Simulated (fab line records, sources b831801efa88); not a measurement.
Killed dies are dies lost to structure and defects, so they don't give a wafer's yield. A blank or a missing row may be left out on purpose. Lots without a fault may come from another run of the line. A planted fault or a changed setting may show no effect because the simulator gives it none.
fab line records | flow sky130
record lots=6 wafers=18 last_day=50
route steps=708 shown SONOS_ONO@186 GATE_OXIDE@187 PAD_OPEN@708
lots that met no fault: from a run of the same line without faults
start_h: hours from the record's first day to the start of the lot's first wafer shown | wait_h: hours since the lot's step before | " the same as in the row above | L1.1+2: a row that stands for several wafers | - no value, or no start given | * or withheld: withheld | < > ~ a bound
route shown NAME@n: a module of which the file shows steps, and the number in the route of the first | usual: mean/standard deviation of fault-free wafers | same: alike in all rows | chamber/n: place in a boat | sites: the reading at each site | _std_site: their standard deviation | _edge_site: outer sites' mean less inner sites' | radius_mm: how far each site lies from the wafer's centre | mask NAME#n: copy n | behind: the tool/chamber that last shaped the wafer | hold: why the lot was held/for how many hours/how that ended | device: the transistor (n, p or np) that didn't switch | end of line: the same wafers' tests at the end of the route | a step without rows: its recipe alone | killed: dies lost to structure and defects at the first sort, not the wafer's yield | map: a wafer's dies, x killed, . not, _ none there
set.NAME: the setting as run; set.NAME@STEP: as run at that earlier step | model.NAME: the simulator's own value behind a step, which no gauge read
lots at some steps of the route; a table a step, a row a wafer
services: from which hour (start_h, from the record's first day; less than 0 if before it) a tool's chamber was out of use, for how many hours, and why
## steps
# step SKY_SONOS_ONO_WET_ETCH_18
# recipe chemistry=H3PO4 target_depth_nm=15 target=Si3N4 temp_c=160 time_s=172
# step SKY_GATE_OXIDE_CLEAN_00
# recipe chemistry=SC1/SC2 mix=1:4:20 temp_c=70 time_s=150 dry=n2_spin
# step SKY_GATE_OXIDE_OXIDATION_01
# recipe temp_c=900 ambient=O2 stabilise_s=600 purge_s=300 target_thk_a=102.68 ox_time_s=1473
# step SKY_GATE_OXIDE_THK_MEAS_02
# recipe reads=SiO2_of_GATE_OXIDE_OXIDATION_01
# usual GATE_OXIDE_OXIDATION_00_THK=10.23/0.21
# columns lot.wafer tool chamber start_h wait_h GATE_OXIDE_OXIDATION_00_THK[nm]
L919.1 film_metro-01 - 275.94 0.0 10.13
L919.5 " - " " 9.96
L919.6 " - " " 9.90
L924.3 film_metro-02 - 332.93 0.1 10.10
L924.5 " - " " 10.15
L924.6 " - " " 10.04
L935.2 film_metro-01 - 410.86 0.0 9.85
L935.3 " - " " 9.87
L935.6 " - " " 9.69
L937.2 film_metro-01 - 428.96 0.0 10.27
L937.3 " - " " 10.31
L937.5 " - " " 10.21
L940.4 film_metro-01 - 446.10 0.0 9.88
L940.5 " - " " 9.80
L940.6 " - " " 9.96
L941.3 film_metro-02 - 467.31 0.0 10.33
L941.4 " - " " 10.52
L941.6 " - " " 10.35
# step SKY_GATE_OXIDE_DEHYDRATE_03
# recipe temp_c=200 time_s=60
# step SKY_GATE_OXIDE_HMDS_04
# recipe prime_time_s=60 prime_temp_c=120
# step SKY_GATE_OXIDE_COAT_05
# recipe resist=NOVOLAK spin_rpm=3000 resist_thk_nm=1140
# step SKY_GATE_OXIDE_SOFTBAKE_06
# recipe temp_c=90 time_s=60 resist=NOVOLAK
# step SKY_GATE_OXIDE_EXPOSE_07
# recipe mask_id=LVOM na=0.6 source_shape=conventional sigma_outer=0.6 polarization=unpolarized target_cd_nm=600 dose_mj=170
# step SKY_GATE_OXIDE_PEB_08
# recipe temp_c=withheld time_s=* resist=NOVOLAK
# step SKY_GATE_OXIDE_DEVELOP_09
# recipe resist=NOVOLAK developer=TMAH develop_time_s=60 dev_temp_c=23
# step SKY_GATE_OXIDE_OVL_MEAS_10
# usual GATE_OXIDE_OVL=-0.4/2
# columns lot.wafer tool chamber start_h wait_h GATE_OXIDE_OVL[nm]
L919.1 overlay-01 - 299.26 0.1 -1.2
L919.5 " - " " -2.7
L919.6 " - " " -2.3
L924.3 overlay-02 - 358.24 0.1 2.8
L924.5 " - " " 3.6
L924.6 " - " " 2.7
L935.2 overlay-01 - 440.11 0.1 1.1
L935.3 " - " " 0.1
L935.6 " - " " 1.1
L937.2 overlay-02 - 459.33 0.1 -3.4
L937.3 " - " " -2.9
L937.5 " - " " -3.0
L940.4 overlay-01 - 474.78 0.1 3.2
L940.5 " - " " 4.3
L940.6 " - " " 2.1
L941.3 overlay-01 - 493.72 0.1 0.9
L941.4 " - " " 1.6
L941.6 " - " " 0.6
# step SKY_GATE_OXIDE_IMPLANT_11
# recipe species=B energy_kev=10 dose_cm2=2.6e+12 tilt_deg=withheld
# usual dose_ions_cm2=2.6007e+12/3e+09 faraday_current_uA=14.63/0.27
# columns lot.wafer tool chamber start_h wait_h dose_ions_cm2 faraday_current_uA
L919.1 implanter-04 0 299.29 0.0 2.6012e+12 14.48
L919.5 " 0 " " 2.5983e+12 14.59
L919.6 " 0 " " 2.6051e+12 14.27
L924.3 implanter-01 0 358.31 0.1 2.6033e+12 14.34
L924.5 " 0 " " 2.6044e+12 14.33
L924.6 " 0 " " 2.5967e+12 14.52
L935.2 implanter-04 0 440.17 0.0 1.5673e+13 85.34
L935.3 " 0 " " 1.5676e+13 87.69
L935.6 " 0 " " 1.5679e+13 87.59
L937.2 implanter-04 0 459.39 0.0 1.5674e+13 88.18
L937.3 " 0 " " 1.5673e+13 85.15
L937.5 " 0 " " 1.5672e+13 88.10
L940.4 implanter-01 0 474.88 0.1 2.6024e+12 13.99
L940.5 " 0 " " 2.5997e+12 14.00
L940.6 " 0 " " 2.6087e+12 14.64
L941.3 implanter-03 0 493.79 0.1 2.5997e+12 14.86
L941.4 " 0 " " 2.6011e+12 15.03
L941.6 " 0 " " 2.6057e+12 14.85
# step SKY_GATE_OXIDE_WET_ETCH_12
# recipe chemistry=dHF target_depth_nm=16.8 dry=n2_spin target=SiO2 dilution=100:1 temp_c=25 time_s=336
# step SKY_GATE_OXIDE_STRIP_13
# recipe chemistry=O2/N2 power_w=1400 pressure_mtorr=1500 platen_temp_c=withheld o2_flow_sccm=3000 n2_flow_sccm=300 overash_fraction=0.5
# usual drypump_motor_current_A=5.7/0.44 o2_flow_sccm=3001/8.9 oes_product_au=0.716/0.0042 strip_time_to_endpoint_s=14.17/0.04
# same overash_fraction=0.5
# columns lot.wafer tool chamber start_h wait_h drypump_motor_current_A o2_flow_sccm oes_product_au rf_hours_counter_h strip_time_to_endpoint_s
L919.1 plasma_asher-02 0 299.67 0.0 5.0 2996 0.717 17 14.15
L919.5 " 0 " " 5.0 2998 0.719 - 14.12
L919.6 " 1 " " 5.5 3002 0.720 - 14.11
L924.3 plasma_asher-02 0 358.56 0.0 5.0 2991 0.715 - 14.24
L924.5 " 1 " " 5.5 2995 0.710 - 14.20
L924.6 " 0 " " 5.0 2990 0.713 - 14.17
L935.2 plasma_asher-03 1 440.39 0.0 6.5 3003 0.720 76 14.20
L935.3 " 1 " " 6.5 2996 0.716 - 14.23
L935.6 " 0 " " 5.8 3013 0.712 - 14.20
L937.2 plasma_asher-03 1 459.62 0.0 6.5 2993 0.717 78 14.18
L937.3 " 1 " " 6.5 2992 0.716 - 14.22
L937.5 " 0 " " 5.8 3015 0.713 - 14.21
L940.4 plasma_asher-01 0 475.10 0.0 5.9 3003 0.718 - 14.23
L940.5 " 1 " " 5.5 3018 0.727 - 14.29
L940.6 " 0 " " 5.9 3003 0.716 - 14.26
L941.3 plasma_asher-03 1 494.03 0.0 6.5 3017 0.713 - 14.20
L941.4 " 0 " " 5.8 2999 0.715 - 14.23
L941.6 " 0 " " 5.8 3007 0.721 - 14.18
# step SKY_GATE_OXIDE_TW_MEAS_14
# usual GATE_OXIDE_TW=222.3/1.3
# columns lot.wafer tool chamber start_h wait_h GATE_OXIDE_TW
L919.1 film_metro-01 - 299.77 0.1 221.6
L919.5 " - " " 223.0
L919.6 " - " " 223.3
L924.3 film_metro-04 - 358.64 0.1 223.5
L924.5 " - " " 223.4
L924.6 " - " " 224.1
L935.2 film_metro-02 - 440.50 0.1 378.4
L935.3 " - " " 377.1
L935.6 " - " " 377.6
L937.2 film_metro-02 - 459.73 0.1 378.9
L937.3 " - " " 375.9
L937.5 " - " " 378.1
L940.4 film_metro-04 - 475.19 0.1 224.5
L940.5 " - " " 223.5
L940.6 " - " " 223.4
L941.3 film_metro-04 - 494.11 0.1 222.3
L941.4 " - " " 222.7
L941.6 " - " " 222.6
# step SKY_GATE_OXIDE_CLEAN_15
# recipe chemistry=SC1/SC2 mix=1:4:20 temp_c=70 time_s=150 dry=n2_spin
# step SKY_PAD_OPEN_PROBE_99
# usual defect_limited_yield=82.8/1.9 killed_at_M0_to_M3=43/7.5 killed_at_M4_up=2.8/1.8 killed_at_contacts=24/5.3 killed_at_front_end=14/4.2 killed_at_other=0.3/0.54 killed_dies=84/9.4 killed_on_rim=16/3.3 killed_open=46/7.1 killed_short=38/6.6 sort_bin_3_pad_short=0.8/0.42 sort_bin_5_function=10.1/1.4 sort_bin_6_memory=6.2/1.1 sort_n_pass=408/9.4 sort_yield_pct=82.8/1.9
# same gross_dies=492 killed_at_back_side=0 sort_bin_4_leakage[%]=0 sort_bin_8_speed[%]=0
# columns lot.wafer tool chamber start_h wait_h defect_limited_yield[%] killed_at_M0_to_M3 killed_at_M4_up killed_at_contacts killed_at_front_end killed_at_other killed_dies killed_on_rim killed_open killed_short sort_bin_3_pad_short[%] sort_bin_5_function[%] sort_bin_6_memory[%] sort_n_pass sort_yield_pct[%]
L919.1 prober-01 - 1072.38 0.1 81.9 44 3 30 12 0 89 15 58 31 0.6 10.0 7.5 403 81.9
L919.5 prober-01 - 1072.58 0.2 83.1 44 3 23 13 0 83 14 49 33 0.8 9.8 6.3 409 83.1
L919.6 prober-01 - 1072.63 0.2 82.3 43 6 17 20 1 87 18 46 41 1.4 10.8 5.5 405 82.3
L924.3 prober-02 - 1115.53 0.2 86.8 20 0 34 11 0 65 20 39 26 0.2 8.5 4.5 427 86.8
L924.5 prober-02 - 1115.63 0.2 85.0 36 2 21 14 1 74 12 42 32 0.6 9.1 5.3 418 85.0
L924.6 prober-02 - 1115.68 0.2 83.1 35 6 27 15 0 83 16 42 41 0.8 10.4 5.7 409 83.1
# killed by level:class
L919.1 CONTACT:geometric_particle:open=15 VIA1:geometric_particle:open=12 VIA2:geometric_particle:open=8 METAL1:geometric_particle:short=8 LI_CONTACT:geometric_particle:open=7 VIA3:geometric_particle:open=5 LOCAL_INTERCONNECT:geometric_particle:short=4 FIELD_ISO:geometric_particle:open=3
L919.5 VIA1:geometric_particle:open=11 VIA2:geometric_particle:open=9 CONTACT:geometric_particle:open=8 VIA3:geometric_particle:open=7 LI_CONTACT:geometric_particle:open=6 VIA1:geometric_particle:short=5 FIELD_ISO:geometric_particle:short=4 POLY_GATE:geometric_particle:short=4
L919.6 VIA2:geometric_particle:open=10 VIA1:geometric_particle:open=8 METAL2:geometric_particle:short=7 POLY_GATE:geometric_particle:open=6 METAL4:geometric_particle:short=6 FIELD_ISO:geometric_particle:open=5 VIA3:geometric_particle:open=5 LI_CONTACT:geometric_particle:open=5
L924.3 LI_CONTACT:geometric_particle:open=12 CONTACT:geometric_particle:open=10 LOCAL_INTERCONNECT:geometric_particle:short=5 VIA1:geometric_particle:open=5 CONTACT:geometric_particle:short=4 FIELD_ISO:geometric_particle:open=3 FIELD_ISO:geometric_particle:short=3 METAL1:geometric_particle:short=3
L924.5 VIA2:geometric_particle:open=9 VIA1:geometric_particle:open=9 CONTACT:geometric_particle:open=8 LI_CONTACT:geometric_particle:open=6 POLY_GATE:geometric_particle:short=5 LI_CONTACT:geometric_particle:short=4 METAL1:geometric_particle:short=4 VIA2:geometric_particle:short=4
L924.6 CONTACT:geometric_particle:open=10 VIA1:geometric_particle:open=9 CONTACT:geometric_particle:short=8 POLY_GATE:geometric_particle:open=6 LI_CONTACT:geometric_particle:open=6 METAL1:geometric_particle:short=6 POLY_GATE:geometric_particle:short=5 VIA2:geometric_particle:open=5
## services
# columns tool chamber start_h hours kind
plasma_asher-02 - 295.31 2.1 repair
plasma_asher-03 - 301.64 0.8 repair
implanter-04 - 320.31 3.1 repair
implanter-01 - 322.19 2.2 repair
plasma_asher-02 - 329.51 6.4 repair
plasma_asher-01 - 332.88 0.4 repair
plasma_asher-01 - 336.74 2.2 repair
plasma_asher-03 - 346.03 15.6 pm
plasma_asher-01 - 430.03 14.6 pm
implanter-04 - 431.12 4.2 pm
implanter-01 - 432.37 6.2 repair
plasma_asher-03 - 447.73 7.3 repair
plasma_asher-02 - 455.12 2.0 repair
## key
first_sign step=SKY_GATE_OXIDE_IMPLANT_11 reading=dose_ions_cm2 direction=up sigmas=99+ usual=* struck=*
effect step=SKY_GATE_OXIDE_IMPLANT_11 reading=faraday_current_uA direction=up sigmas=99+ usual=14.63 struck=87.01
effect step=SKY_GATE_OXIDE_TW_MEAS_14 reading=GATE_OXIDE_TW direction=up sigmas=99+ usual=222.3 struck=377.7
met_at SKY_GATE_OXIDE_IMPLANT_11
struck_wafers L935.2,L935.3,L935.6,L937.2,L937.3,L937.5
rows_end L935.2,L935.3,L935.6,L937.2,L937.3,L937.5
onset_between 299.29 440.17
fault kind=process_parameter_drift tool=implanter-04 chamber=- onset_h=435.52 steps=SKY_GATE_OXIDE_IMPLANT_11 channel=dose_cm2 offset=* shape=step end_h=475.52 acts_in=* stated=*
# rows_end: these wafers met a further fault down the route, and their rows from its step on are left out
